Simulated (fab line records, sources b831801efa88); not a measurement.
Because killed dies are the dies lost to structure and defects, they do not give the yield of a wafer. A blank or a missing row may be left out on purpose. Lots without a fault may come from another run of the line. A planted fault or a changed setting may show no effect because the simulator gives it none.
What tool caused it? -- flow sky130 -- at 1 step of a route of 708, 10 lots with 30 wafers sampled

== WHAT EACH GAUGE READ, for each wafer ==
SKY_POLY_GATE_OVL_MEAS_14. Usual: for POLY_GATE_OVL the level is 3 nm and the standard deviation is 6.4.
lot,measured,on,POLY_GATE_OVL (nm),flag
L698,day 16 19:05,overlay-01,0 -11 -4,
L699,day 16 20:05,overlay-01,12 9 9,
L701,day 17 18:20,overlay-01,-2 -8 -2,
L710,day 21 06:24,overlay-02,9 16 17,
L713,day 22 10:11,overlay-02,-4 -1 2,
L714,day 22 19:24,overlay-01,4 1 3,
L716,day 23 05:31,overlay-01,-3 -2 14,
L717,day 23 19:41,overlay-01,5 9 10,
L718,day 24 02:19,overlay-01,3 1 0,
L719,day 24 10:16,overlay-01,-5 4 9,

== EACH LOT AND THE TOOL THAT RAN IT (in order: tool; ch and the chambers of the sampled wafers; start) ==
There is no process step in the record ahead of these readings.

== WHAT THE TOOLS THEMSELVES READ (means of the sampled wafers that have a number; where no wafer has one, the mark that the record gives instead) ==
The record holds no such reading with a usual standard deviation.

== THE ANSWER, worked out from the rows above alone ==
Rule: a lot counts as off when the mean over its wafers that have a number is more than 3 standard deviations away from the usual mean. A lot without any number at a reading at which 4 lots or more have one is off too. All remaining lots with rows at the step are treated as sound. After the gauges, taken in route order, come the tools' own readings; for these a lot's mean is taken, as printed above. The first step at which some lot is off is used, and at that step the reading that is off furthest; a lot without a number counts as furthest.
Across all readings shown, no lot is off: no conclusion can be drawn from this.

== WHAT THE SIMULATOR HAD INSERTED ==
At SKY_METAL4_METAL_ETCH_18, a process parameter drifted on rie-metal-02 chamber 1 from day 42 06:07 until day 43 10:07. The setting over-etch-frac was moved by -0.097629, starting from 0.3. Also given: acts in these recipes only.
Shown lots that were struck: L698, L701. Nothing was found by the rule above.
